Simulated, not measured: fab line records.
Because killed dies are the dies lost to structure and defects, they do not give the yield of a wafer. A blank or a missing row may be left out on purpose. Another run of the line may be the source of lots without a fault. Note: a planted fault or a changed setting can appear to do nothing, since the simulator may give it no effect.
Matching of chambers	flow gf180mcu	4 sister chambers for GF_V2_CMP_26 on cmp-02
The step polishes, stops on SiO2, t overpolish 15 s, target thk 0 nm. 4 wafers are shown with their chamber, then 6 later ones without.

== WAFERS PAIRED WITH THEIR CHAMBERS ==
wafer	chamber	motor current A (A)
L805.5	1	12.3
L807.5	2	11.0
L812.5	3	10.3
L812.6	0	10.8

== WAFERS WITHOUT THEIR CHAMBER ==
wafer	motor current A (A)
L820.1	11.1
L820.3	10.0
L820.4	10.4
L822.2	11.2
L822.5	12.4
L822.6	10.5

== CHAMBER TAKEN BY EACH ==
wafer	from the rows above	in truth
L820.1	can't be placed: 2 or 0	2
L820.3	3	3
L820.4	can't be placed: 3 or 0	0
L822.2	can't be placed: 2 or 0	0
L822.5	1	1
L822.6	can't be placed: 3 or 0 or 2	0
Placed correctly: 2 of 6. Unplaceable from these rows: 4, with the true chamber sitting among the candidates in 4. 0 placed wrongly.
How it was worked out, from the rows above alone: a wafer's distance from a chamber is the root of the sum, over the readings, of the square of ((its reading less the chamber's mean) divided by the reading's scatter). The wafer belongs to the nearest chamber; if the next one is less than 2 further off, it can't be placed. A chamber's mean is the mean of its shown wafers. The scatter: root of mean squared gap, hidden wafer to nearest shown wafer, with one shown wafer a chamber.
